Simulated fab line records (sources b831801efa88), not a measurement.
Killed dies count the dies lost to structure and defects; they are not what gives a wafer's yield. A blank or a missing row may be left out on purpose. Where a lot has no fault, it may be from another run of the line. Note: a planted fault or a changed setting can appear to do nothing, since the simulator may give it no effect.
A single fault, viewed from 2 desks | flow gf180mcu | what lay behind the numbers comes last; until then each desk has only its own

== METROLOGY DESK ==
Means of the sampled wafers that have a number, per lot and without regard to the tool the lot ran on: this is what the gauges read. Any lot whose mean is over 4 standard deviations away from the usual mean is out of limits and marked OUT; that distance is given in the brackets.
Columns: A = PSD_RS at GF_PSD_RS_MEAS_15, usual 108.50 ohm/sq; B = SAB_CVD_00_THK at GF_SAB_THK_MEAS_01, usual 50.3 nm; C = cd_nm at GF_SAB_CD_MEAS_09, usual 420.0 nm; D = SAB_OVL at GF_SAB_OVL_MEAS_10, usual 0.7 nm
lot  | first seen here | A      | B    | C     | D
L971 | day 14 09:44    | 108.37 | 51.2 | 422.3 | 3.0
L972 | day 14 18:08    | 108.62 | 50.7 | 424.2 | 1.1
L975 | day 15 21:10    | 108.65 | 50.6 | 419.7 | 0.8
L976 | day 16 18:14    | 108.86 | 49.9 | 419.7 | 0.3
L983 | day 18 15:20    | 108.50 | 50.7 | 422.3 | 2.9
L990 | day 21 07:41    | 108.45 | 50.5 | 420.4 | 3.0
Finding of this desk: none of the 6 lots has anything out of limits.

== AT THE TOOL OWNER'S DESK: rie_diel-01 ==
The tool's own readings at GF_SAB_ETCH_11 (etches SiO2 in C4F8/O2/Ar, target depth 55 nm, time 8.5 s): means of the sampled wafers that have a number, for each lot that ran on this tool. Any lot whose mean is over 4 standard deviations away from the usual mean is out of limits and marked OUT; that distance is given in the brackets.
Columns: A = oes_product_au at GF_SAB_ETCH_11, usual 1.003 a.u.
lot  | first seen here | A
L972 | day 15 16:02    | 1.001
L975 | day 16 19:43    | 0.917 (-9.6) OUT
L976 | day 17 17:22    | 0.921 (-9.1) OUT
Finding of this desk: L975, L976 out of limits; the first was L975 at day 16 19:43, on oes_product_au at GF_SAB_ETCH_11. L972 stayed within limits.

== PUT TOGETHER ==
The tool owner's desk could have raised an alarm at day 16 19:43, on L975, L976.
Nothing out of limits was seen by the metrology desk.
The metrology desk holds a record of L975, L976, inside its limits.
The lots listed all ran GF_SAB_ETCH_11 on rie_diel-01.

== WHAT WAS PUT IN BY THE SIMULATOR ==
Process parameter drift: rie_diel-01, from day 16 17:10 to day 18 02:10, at GF_SAB_ETCH_11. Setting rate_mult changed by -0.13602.
Lots struck among those shown: L975, L976.
Delay in hours, fault start to first out-of-limits reading, by desk: the tool owner's desk at 3.
